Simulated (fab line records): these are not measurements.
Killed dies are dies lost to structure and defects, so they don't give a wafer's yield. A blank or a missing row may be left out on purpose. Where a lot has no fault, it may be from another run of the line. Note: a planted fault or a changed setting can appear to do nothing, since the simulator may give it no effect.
fab line records	flow sky130
record lots=24	wafers=72	last_day=50
route steps=708 shown FIELD_ISO@1 PWDE@84 METAL2@485
lots that met no fault: from a run of the same line without faults
start_h: hours from the record's opening day to when the first of the lot's shown wafers began	wait_h: time in hours since the lot's previous step	" the same as in the row above	L1.1+2: a single row standing in for several wafers	- no value, or no start given	* or withheld: withheld	< > ~ a bound
route shown NAME@n: names a module that has steps shown in the file, with the first one's number in the route	usual: mean and standard deviation over wafers with no fault	same: alike in all rows	chamber/n: place in a boat	sites: per-site readings	_std_site: their standard deviation	_edge_site: outer sites' mean less inner sites'	radius_mm: for every site, how far away it sits from the centre of the wafer	mask NAME#n: copy n	behind: the most recent tool/chamber to have shaped the wafer	hold: reason for holding the lot/hours on hold/outcome of the hold	device: the transistor (n, p or np) that didn't switch	end of line: the same wafers' tests at the end of the route	for a step that has no rows: nothing shown but its recipe	killed: the dies lost at the first sort to structure and to defects; this is not the yield of the wafer	map: the dies of a wafer, with x for killed, . for not killed, _ for no die there
set.NAME: setting as actually run; set.NAME@STEP: the setting as run at that earlier step	model.NAME: the simulator's own value behind a step, which no gauge read
steps of the route over a sample of lots; a table a step, a row a wafer
services: from which hour (start_h, from the record's first day; less than 0 if before it) a tool's chamber was out of use, for how many hours, and why
## steps
# step SKY_FIELD_ISO_BOW_MEAS_00
# recipe mode=bow
# usual INCOMING_BOW=0/5.9
lot.wafer	tool	chamber	start_h	wait_h	INCOMING_BOW[um]
L074.1	film_metro-03	-	10.00	-	8
L074.4	"	-	"	"	-4
L074.5	"	-	"	"	6
L075.1	film_metro-03	-	15.00	-	-12
L075.5	"	-	"	"	-1
L075.6	"	-	"	"	-5
L076.4	film_metro-01	-	20.06	-	-6
L076.5	"	-	"	"	1
L076.6	"	-	"	"	2
L077.4	film_metro-04	-	25.06	-	-8
L077.5	"	-	"	"	0
L077.6	"	-	"	"	6
L078.3	film_metro-03	-	30.04	-	-3
L078.5	"	-	"	"	-3
L078.6	"	-	"	"	-1
L079.1	film_metro-01	-	35.00	-	6
L079.2	"	-	"	"	-10
L079.5	"	-	"	"	-3
L080.3	film_metro-01	-	40.04	-	-6
L080.4	"	-	"	"	2
L080.5	"	-	"	"	-3
L081.1	film_metro-03	-	45.00	-	-5
L081.5	"	-	"	"	13
L081.6	"	-	"	"	2
L082.2	film_metro-03	-	50.02	-	-2
L082.3	"	-	"	"	12
L082.6	"	-	"	"	2
L083.2	film_metro-01	-	55.02	-	-1
L083.4	"	-	"	"	4
L083.6	"	-	"	"	-7
L084.1	film_metro-04	-	60.00	-	-13
L084.4	"	-	"	"	3
L084.6	"	-	"	"	16
L085.1	film_metro-03	-	65.00	-	1
L085.2	"	-	"	"	3
L085.3	"	-	"	"	6
L086.2	film_metro-04	-	70.02	-	-3
L086.3	"	-	"	"	-12
L086.5	"	-	"	"	13
L087.4	film_metro-01	-	75.06	-	9
L087.5	"	-	"	"	-4
L087.6	"	-	"	"	-2
L088.4	film_metro-04	-	80.06	-	10
L088.5	"	-	"	"	-5
L088.6	"	-	"	"	-3
L089.2	film_metro-01	-	85.02	-	-4
L089.3	"	-	"	"	5
L089.5	"	-	"	"	7
L090.1	film_metro-01	-	90.00	-	-2
L090.2	"	-	"	"	-3
L090.5	"	-	"	"	-1
L091.3	film_metro-04	-	95.04	-	7
L091.5	"	-	"	"	-12
L091.6	"	-	"	"	-1
L092.2	film_metro-01	-	100.02	-	6
L092.4	"	-	"	"	3
L092.5	"	-	"	"	-3
L093.2	film_metro-01	-	105.02	-	-6
L093.4	"	-	"	"	1
L093.6	"	-	"	"	4
L094.1	film_metro-01	-	110.00	-	6
L094.3	"	-	"	"	-1
L094.5	"	-	"	"	1
L095.1	film_metro-03	-	115.00	-	2
L095.3	"	-	"	"	1
L095.6	"	-	"	"	-3
L096.2	film_metro-01	-	120.02	-	-4
L096.4	"	-	"	"	3
L096.6	"	-	"	"	3
L097.1	film_metro-03	-	125.00	-	3
L097.3	"	-	"	"	11
L097.6	"	-	"	"	-4
# step SKY_FIELD_ISO_THK_MEAS_02
# recipe reads=SiO2_of_FIELD_ISO_OXIDATION_01
# usual FIELD_ISO_OXIDATION_00_THK=11.99/0.27
lot.wafer	tool	chamber	start_h	wait_h	FIELD_ISO_OXIDATION_00_THK[nm]
L074.1	film_metro-04	-	11.63	0.0	12.37
L074.4	"	-	"	"	12.31
L074.5	"	-	"	"	12.14
L075.1	film_metro-03	-	16.99	0.0	11.82
L075.5	"	-	"	"	11.95
L075.6	"	-	"	"	11.92
L076.4	film_metro-04	-	22.50	0.0	12.05
L076.5	"	-	"	"	12.12
L076.6	"	-	"	"	12.11
L077.4	film_metro-01	-	26.66	0.0	11.92
L077.5	"	-	"	"	11.91
L077.6	"	-	"	"	12.11
L078.3	film_metro-03	-	31.76	0.0	12.36
L078.5	"	-	"	"	12.13
L078.6	"	-	"	"	12.29
L079.1	film_metro-04	-	38.40	0.0	11.69
L079.2	"	-	"	"	11.51
L079.5	"	-	"	"	12.10
L080.3	film_metro-03	-	41.70	0.0	11.80
L080.4	"	-	"	"	11.75
L080.5	"	-	"	"	11.81
L081.1	film_metro-03	-	47.00	0.0	12.04
L081.5	"	-	"	"	12.14
L081.6	"	-	"	"	11.93
L082.2	film_metro-03	-	51.85	0.0	12.00
L082.3	"	-	"	"	11.97
L082.6	"	-	"	"	12.12
L083.2	film_metro-01	-	57.25	0.0	12.55
L083.4	"	-	"	"	12.51
L083.6	"	-	"	"	12.60
L084.1	film_metro-01	-	61.74	0.0	12.51
L084.4	"	-	"	"	12.40
L084.6	"	-	"	"	12.34
L085.1	film_metro-01	-	67.51	0.0	12.08
L085.2	"	-	"	"	12.13
L085.3	"	-	"	"	12.07
L086.2	film_metro-04	-	73.24	0.0	12.22
L086.3	"	-	"	"	12.24
L086.5	"	-	"	"	12.34
L087.4	film_metro-04	-	76.66	0.0	11.82
L087.5	"	-	"	"	11.75
L087.6	"	-	"	"	11.65
L088.4	film_metro-01	-	82.43	0.0	11.85
L088.5	"	-	"	"	11.71
L088.6	"	-	"	"	11.54
L089.2	film_metro-01	-	86.67	0.0	12.07
L089.3	"	-	"	"	11.78
L089.5	"	-	"	"	11.76
L090.1	film_metro-03	-	92.71	0.0	12.02
L090.2	"	-	"	"	12.00
L090.5	"	-	"	"	12.12
L091.3	film_metro-04	-	96.67	0.0	12.19
L091.5	"	-	"	"	12.05
L091.6	"	-	"	"	12.20
L092.2	film_metro-04	-	102.05	0.0	11.69
L092.4	"	-	"	"	11.60
L092.5	"	-	"	"	11.78
L093.2	film_metro-04	-	106.64	0.0	11.80
L093.4	"	-	"	"	11.62
L093.6	"	-	"	"	11.59
L094.1	film_metro-03	-	112.32	0.0	11.78
L094.3	"	-	"	"	11.79
L094.5	"	-	"	"	11.99
L095.1	film_metro-04	-	116.74	0.0	11.75
L095.3	"	-	"	"	11.61
L095.6	"	-	"	"	11.76
L096.2	film_metro-01	-	121.64	0.0	12.17
L096.4	"	-	"	"	12.07
L096.6	"	-	"	"	12.07
L097.1	film_metro-01	-	126.83	0.0	11.67
L097.3	"	-	"	"	11.79
L097.6	"	-	"	"	11.74
# step SKY_NWELL_RS_MEAS_31
# recipe thk_meas_gauge=four-point-probe
# usual PWDE_RS=5275/17
lot.wafer	tool	chamber	start_h	wait_h	PWDE_RS[ohm/sq]
L074.1	film_metro-02	-	104.98	0.1	5252
L074.4	"	-	"	"	5276
L074.5	"	-	"	"	5280
L075.1	film_metro-03	-	110.48	0.1	5260
L075.5	"	-	"	"	5242
L075.6	"	-	"	"	5255
L076.4	film_metro-03	-	113.89	0.1	5288
L076.5	"	-	"	"	5282
L076.6	"	-	"	"	5300
L077.4	film_metro-03	-	116.89	0.1	5263
L077.5	"	-	"	"	5260
L077.6	"	-	"	"	5275
L078.3	film_metro-02	-	125.62	0.1	5279
L078.5	"	-	"	"	5265
L078.6	"	-	"	"	5272
L079.1	film_metro-03	-	133.48	0.1	5297
L079.2	"	-	"	"	5287
L079.5	"	-	"	"	5294
L080.3	film_metro-03	-	139.29	0.1	5264
L080.4	"	-	"	"	5256
L080.5	"	-	"	"	5270
L081.1	film_metro-03	-	147.93	0.1	5303
L081.5	"	-	"	"	5292
L081.6	"	-	"	"	5307
L082.2	film_metro-02	-	152.09	0.1	5256
L082.3	"	-	"	"	5264
L082.6	"	-	"	"	5279
L083.2	film_metro-03	-	158.29	0.1	5276
L083.4	"	-	"	"	5258
L083.6	"	-	"	"	5277
L084.1	film_metro-03	-	161.15	0.1	5267
L084.4	"	-	"	"	5278
L084.6	"	-	"	"	5247
L085.1	film_metro-03	-	171.62	0.1	5287
L085.2	"	-	"	"	5282
L085.3	"	-	"	"	5279
L086.2	film_metro-02	-	178.56	0.1	5267
L086.3	"	-	"	"	5285
L086.5	"	-	"	"	5276
L087.4	film_metro-03	-	182.08	0.1	5244
L087.5	"	-	"	"	5252
L087.6	"	-	"	"	5263
L088.4	film_metro-03	-	190.74	0.1	5254
L088.5	"	-	"	"	5259
L088.6	"	-	"	"	5248
L089.2	film_metro-01	-	198.60	0.1	5250
L089.3	"	-	"	"	5267
L089.5	"	-	"	"	5271
L090.1	film_metro-01	-	203.12	0.1	5276
L090.2	"	-	"	"	5275
L090.5	"	-	"	"	5281
L091.3	film_metro-03	-	207.92	0.1	5296
L091.5	"	-	"	"	5288
L091.6	"	-	"	"	5287
L092.2	film_metro-02	-	213.74	0.1	5277
L092.4	"	-	"	"	5305
L092.5	"	-	"	"	5265
L093.2	film_metro-01	-	223.55	0.1	5303
L093.4	"	-	"	"	5310
L093.6	"	-	"	"	5304
L094.1	film_metro-01	-	228.92	0.1	5266
L094.3	"	-	"	"	5296
L094.5	"	-	"	"	5285
L095.1	film_metro-02	-	234.73	0.1	5277
L095.3	"	-	"	"	5286
L095.6	"	-	"	"	5282
L096.2	film_metro-01	-	240.01	0.1	5251
L096.4	"	-	"	"	5256
L096.6	"	-	"	"	5248
L097.1	film_metro-02	-	242.94	0.1	5270
L097.3	"	-	"	"	5265
L097.6	"	-	"	"	5261
# step SKY_METAL2_SPUTTER_02
# recipe material=AlCu	target_thk_nm=250	power_w=10600	time_s=13.3	chamber_pressure_pa=0.4
# usual throttle_valve_pct=29.6/1.2
lot.wafer	tool	chamber	start_h	wait_h	throttle_valve_pct
L074.1	pvd_sputter-02	-	784.58	0.0	29.9
L074.4	"	-	"	"	29.7
L074.5	"	-	"	"	30.1
L075.1	pvd_sputter-02	-	794.16	0.0	27.7
L075.5	"	-	"	"	29.7
L075.6	"	-	"	"	27.7
L076.4	pvd_sputter-02	-	800.15	0.0	29.7
L076.5	"	-	"	"	29.4
L076.6	"	-	"	"	29.8
L077.4	pvd_sputter-02	-	807.93	0.0	30.0
L077.5	"	-	"	"	30.1
L077.6	"	-	"	"	27.4
L078.3	pvd_sputter-02	-	817.67	0.0	30.0
L078.5	"	-	"	"	27.7
L078.6	"	-	"	"	30.0
L079.1	pvd_sputter-03	-	834.40	0.0	31.1
L079.2	"	-	"	"	29.2
L079.5	"	-	"	"	28.6
L080.3	pvd_sputter-04	-	859.51	0.0	30.7
L080.4	"	-	"	"	30.2
L080.5	"	-	"	"	30.8
L082.2	pvd_sputter-03	-	859.54	0.0	31.5
L082.3	"	-	"	"	31.2
L082.6	"	-	"	"	31.3
L081.1	pvd_sputter-03	-	863.39	0.0	31.7
L081.5	"	-	"	"	31.3
L081.6	"	-	"	"	28.8
L083.2	pvd_sputter-02	-	866.14	0.0	30.0
L083.4	"	-	"	"	27.9
L083.6	"	-	"	"	29.6
L084.1	pvd_sputter-04	-	873.02	0.0	29.0
L084.4	"	-	"	"	29.0
L084.6	"	-	"	"	30.8
L085.1	pvd_sputter-04	-	880.82	0.0	30.6
L085.2	"	-	"	"	29.2
L085.3	"	-	"	"	29.6
L086.2	pvd_sputter-03	-	889.54	0.0	31.6
L086.3	"	-	"	"	28.6
L086.5	"	-	"	"	28.2
L087.4	pvd_sputter-02	-	891.04	0.0	27.9
L087.5	"	-	"	"	30.1
L087.6	"	-	"	"	29.5
L088.4	pvd_sputter-04	-	903.64	0.0	29.7
L088.5	"	-	"	"	29.8
L088.6	"	-	"	"	29.9
L089.2	pvd_sputter-03	-	911.96	0.0	31.5
L089.3	"	-	"	"	28.3
L089.5	"	-	"	"	31.1
L090.1	pvd_sputter-03	-	913.88	0.0	31.3
L090.2	"	-	"	"	31.4
L090.5	"	-	"	"	28.3
L091.3	pvd_sputter-04	-	923.16	0.0	30.8
L091.5	"	-	"	"	30.7
L091.6	"	-	"	"	29.7
L092.2	pvd_sputter-02	-	933.70	0.0	29.7
L092.4	"	-	"	"	29.7
L092.5	"	-	"	"	27.7
L093.2	pvd_sputter-03	-	940.24	0.0	28.9
L093.4	"	-	"	"	31.5
L093.6	"	-	"	"	31.5
L094.1	pvd_sputter-02	-	949.24	0.0	29.9
L094.3	"	-	"	"	29.8
L094.5	"	-	"	"	29.8
L095.1	pvd_sputter-02	-	952.49	0.0	30.0
L095.3	"	-	"	"	30.2
L095.6	"	-	"	"	30.2
L096.2	pvd_sputter-03	-	953.71	0.0	31.4
L096.4	"	-	"	"	29.0
L096.6	"	-	"	"	29.0
L097.1	pvd_sputter-02	-	956.22	0.0	30.1
L097.3	"	-	"	"	29.9
L097.6	"	-	"	"	30.2
# step SKY_METAL2_DESCUM_17
# recipe chemistry=O2	source_power_w=150	bias_power_w=0	pressure_mtorr=10	temp_c=40	time_s=8
# usual drypump_motor_current_A=5.5/0.57	oes_product_au=1.000/0.0097
lot.wafer	tool	chamber	start_h	wait_h	drypump_motor_current_A	oes_product_au	rf_hours_counter_h
L074.1	rie_metal-01	0	811.23	0.0	5.8	0.991	5
L074.4	"	1	"	"	4.9	0.996	-
L074.5	"	1	"	"	4.9	0.996	-
L075.1	rie_metal-01	0	820.66	0.0	5.8	0.997	6
L075.5	"	0	"	"	5.8	0.989	-
L075.6	"	1	"	"	5.0	0.983	-
L076.4	rie_metal-04	1	826.85	0.0	4.9	1.013	-
L076.5	"	1	"	"	4.9	1.004	-
L076.6	"	0	"	"	6.5	0.994	-
L077.4	rie_metal-04	0	835.12	0.0	6.5	0.991	-
L077.5	"	1	"	"	4.9	1.008	-
L077.6	"	0	"	"	6.6	0.985	-
L078.3	rie_metal-03	0	844.09	0.0	5.9	0.999	-
L078.5	"	1	"	"	5.4	0.987	-
L078.6	"	0	"	"	5.9	1.003	-
L079.1	rie_metal-03	0	860.53	0.0	5.9	0.994	4
L079.2	"	1	"	"	5.4	1.015	13
L079.5	"	1	"	"	5.4	0.997	-
L080.3	rie_metal-03	0	884.26	0.0	5.9	1.017	-
L080.4	"	1	"	"	5.4	1.007	-
L080.5	"	0	"	"	5.9	1.011	-
L082.2	rie_metal-04	1	884.89	0.0	4.8	1.009	14
L082.3	"	0	"	"	6.5	0.997	-
L082.6	"	1	"	"	4.9	1.013	-
L081.1	rie_metal-03	0	889.43	0.0	5.9	0.997	5
L081.5	"	0	"	"	5.9	1.000	-
L081.6	"	1	"	"	5.3	1.000	-
L083.2	rie_metal-01	1	891.79	0.0	5.0	0.979	6
L083.4	"	1	"	"	4.9	0.979	-
L083.6	"	1	"	"	4.9	0.992	-
L084.1	rie_metal-01	1	898.34	0.0	4.9	0.990	7
L084.4	"	0	"	"	5.8	1.003	-
L084.6	"	1	"	"	4.9	0.992	-
L085.1	rie_metal-04	0	907.16	0.0	6.6	0.991	11
L085.2	"	1	"	"	4.9	1.007	15
L085.3	"	0	"	"	6.6	1.004	-
L086.2	rie_metal-01	1	915.66	0.0	4.9	0.994	7
L086.3	"	0	"	"	5.8	0.982	-
L086.5	"	0	"	"	5.8	0.996	-
L087.4	rie_metal-01	1	916.79	0.0	4.9	0.996	-
L087.5	"	1	"	"	4.9	0.994	-
L087.6	"	0	"	"	5.8	1.008	-
L088.4	rie_metal-04	1	929.66	0.0	4.9	1.001	-
L088.5	"	0	"	"	6.5	0.996	-
L088.6	"	1	"	"	4.9	1.012	-
L089.2	rie_metal-04	1	937.38	0.0	4.9	1.006	16
L089.3	"	0	"	"	6.6	0.996	-
L089.5	"	0	"	"	6.6	0.995	-
L090.1	rie_metal-03	0	939.14	0.0	5.9	1.011	7
L090.2	"	1	"	"	5.3	1.002	16
L090.5	"	0	"	"	5.9	1.004	-
L091.3	rie_metal-04	1	947.45	0.0	4.9	1.024	-
L091.5	"	1	"	"	4.9	1.021	-
L091.6	"	1	"	"	4.9	1.019	-
L092.2	rie_metal-03	1	957.66	0.0	5.4	1.011	17
L092.4	"	1	"	"	5.4	1.006	-
L092.5	"	1	"	"	5.4	1.015	-
L093.2	rie_metal-04	0	964.23	0.0	6.6	0.992	14
L093.4	"	1	"	"	4.9	1.014	-
L093.6	"	1	"	"	4.9	1.009	-
L094.1	rie_metal-03	0	973.51	0.0	5.9	0.994	9
L094.3	"	1	"	"	5.4	1.001	-
L094.5	"	1	"	"	5.4	1.002	-
L095.1	rie_metal-01	0	976.76	0.0	5.8	0.996	13
L095.3	"	1	"	"	4.9	0.987	-
L095.6	"	1	"	"	5.0	0.983	-
L096.2	rie_metal-01	0	978.20	0.0	5.8	1.004	13
L096.4	"	1	"	"	5.0	0.989	-
L096.6	"	0	"	"	5.8	0.998	-
L097.1	rie_metal-03	0	981.05	0.0	5.9	0.997	9
L097.3	"	1	"	"	5.4	1.019	-
L097.6	"	0	"	"	5.9	1.011	-
# step SKY_METAL2_ETCH_18
# recipe chemistry=N2/H2	target=BARC	ion_energy_ev=200	bias_w=100	pressure_mtorr=30	n2_flow_sccm=100	h2_flow_sccm=200	icp_w=500	stop_on=SiO2	time_s=45.9	target_depth_a=600
# usual drypump_motor_current_A=5.5/0.57	oes_product_au=0.854/0.0052	throttle_valve_pct=13.225/0.0093
lot.wafer	tool	chamber	start_h	wait_h	drypump_motor_current_A	oes_product_au	rf_hours_counter_h	throttle_valve_pct
L074.1	rie_metal-01	0	811.26	0.0	5.8	0.855	5	13.237
L074.4	"	1	"	"	4.9	0.849	-	13.209
L074.5	"	1	"	"	5.0	0.853	-	13.215
L075.1	rie_metal-01	0	820.69	0.0	5.8	0.859	6	13.211
L075.5	"	0	"	"	5.8	0.859	-	13.213
L075.6	"	1	"	"	5.0	0.853	-	13.221
L076.4	rie_metal-04	1	826.90	0.0	4.9	0.854	-	13.221
L076.5	"	1	"	"	4.9	0.853	-	13.225
L076.6	"	0	"	"	6.6	0.855	-	13.222
L077.4	rie_metal-04	0	835.17	0.0	6.5	0.857	-	13.220
L077.5	"	1	"	"	4.9	0.853	-	13.225
L077.6	"	0	"	"	6.6	0.847	-	13.219
L078.3	rie_metal-03	0	844.13	0.0	5.9	0.854	-	13.223
L078.5	"	1	"	"	5.4	0.855	-	13.226
L078.6	"	0	"	"	5.9	0.851	-	13.228
L079.1	rie_metal-03	0	860.56	0.0	5.9	0.858	4	13.211
L079.2	"	1	"	"	5.4	0.853	13	13.225
L079.5	"	1	"	"	5.4	0.859	-	13.211
L080.3	rie_metal-03	0	884.30	0.0	5.9	0.854	-	13.216
L080.4	"	1	"	"	5.4	0.859	-	13.225
L080.5	"	0	"	"	5.9	0.857	-	13.227
L082.2	rie_metal-04	1	884.93	0.0	4.9	0.854	14	13.222
L082.3	"	0	"	"	6.5	0.849	-	13.216
L082.6	"	1	"	"	4.9	0.853	-	13.239
L081.1	rie_metal-03	0	889.46	0.0	5.9	0.854	5	13.229
L081.5	"	0	"	"	5.9	0.852	-	13.223
L081.6	"	1	"	"	5.4	0.846	-	13.211
L083.2	rie_metal-01	1	891.83	0.0	5.0	0.849	6	13.230
L083.4	"	1	"	"	5.0	0.849	-	13.227
L083.6	"	1	"	"	5.0	0.857	-	13.212
L084.1	rie_metal-01	1	898.38	0.0	5.0	0.846	7	13.224
L084.4	"	0	"	"	5.8	0.859	-	13.225
L084.6	"	1	"	"	5.0	0.854	-	13.232
L085.1	rie_metal-04	0	907.20	0.0	6.5	0.842	11	13.218
L085.2	"	1	"	"	4.9	0.851	15	13.247
L085.3	"	0	"	"	6.5	0.858	-	13.225
L086.2	rie_metal-01	1	915.70	0.0	4.9	0.859	7	13.210
L086.3	"	0	"	"	5.8	0.866	-	13.219
L086.5	"	0	"	"	5.8	0.856	-	13.219
L087.4	rie_metal-01	1	916.83	0.0	4.9	0.855	-	13.221
L087.5	"	1	"	"	5.0	0.851	-	13.241
L087.6	"	0	"	"	5.8	0.853	-	13.222
L088.4	rie_metal-04	1	929.70	0.0	4.9	0.853	-	13.207
L088.5	"	0	"	"	6.5	0.850	-	13.214
L088.6	"	1	"	"	4.9	0.842	-	13.234
L089.2	rie_metal-04	1	937.41	0.0	4.9	0.860	16	13.221
L089.3	"	0	"	"	6.6	0.855	-	13.236
L089.5	"	0	"	"	6.5	0.862	-	13.224
L090.1	rie_metal-03	0	939.18	0.0	5.9	0.856	7	13.229
L090.2	"	1	"	"	5.4	0.855	16	13.216
L090.5	"	0	"	"	5.9	0.861	-	13.241
L091.3	rie_metal-04	1	947.53	0.1	4.9	0.852	-	13.218
L091.5	"	1	"	"	4.9	0.851	-	13.223
L091.6	"	1	"	"	4.9	0.857	-	13.224
L092.2	rie_metal-03	1	957.70	0.0	5.4	0.855	17	13.218
L092.4	"	1	"	"	5.4	0.845	-	13.230
L092.5	"	1	"	"	5.4	0.854	-	13.223
L093.2	rie_metal-04	0	964.26	0.0	6.5	0.853	14	13.235
L093.4	"	1	"	"	4.9	0.854	-	13.219
L093.6	"	1	"	"	4.9	0.841	-	13.227
L094.1	rie_metal-03	0	973.55	0.0	5.9	0.856	9	13.229
L094.3	"	1	"	"	5.4	0.857	-	13.221
L094.5	"	1	"	"	5.4	0.851	-	13.214
L095.1	rie_metal-01	0	976.80	0.0	5.8	0.851	13	13.214
L095.3	"	1	"	"	5.0	0.861	-	13.259
L095.6	"	1	"	"	5.0	0.855	-	13.251
L096.2	rie_metal-01	0	978.23	0.0	5.8	0.858	13	13.221
L096.4	"	1	"	"	5.0	0.861	-	13.215
L096.6	"	0	"	"	5.8	0.858	-	13.209
L097.1	rie_metal-03	0	981.08	0.0	5.9	0.856	9	13.230
L097.3	"	1	"	"	5.4	0.852	-	13.234
L097.6	"	0	"	"	5.9	0.861	-	13.228
## services
tool	chamber	start_h	hours	kind
pvd_sputter-04	-	762.24	0.6	repair
rie_metal-04	-	775.45	2.8	pm
rie_metal-04	1	839.87	13.1	repair
rie_metal-03	-	855.99	0.7	repair
pvd_sputter-02	0	861.97	-	consumable_replace:kit
pvd_sputter-02	0	861.97	18.0	scheduled_down
pvd_sputter-02	0	861.97	18.0	vent_cycle
pvd_sputter-04	2	864.68	-	consumable_replace:kit
pvd_sputter-04	2	864.68	18.0	scheduled_down
pvd_sputter-04	2	864.68	18.0	vent_cycle
pvd_sputter-04	-	913.38	1.6	repair
rie_metal-04	1	914.32	2.2	repair
rie_metal-04	0	939.56	8.2	repair
pvd_sputter-02	3	943.68	-	consumable_replace:kit
pvd_sputter-02	3	943.68	18.0	scheduled_down
pvd_sputter-02	3	943.68	18.0	vent_cycle
pvd_sputter-02	-	965.01	2.7	repair
## key
fault none
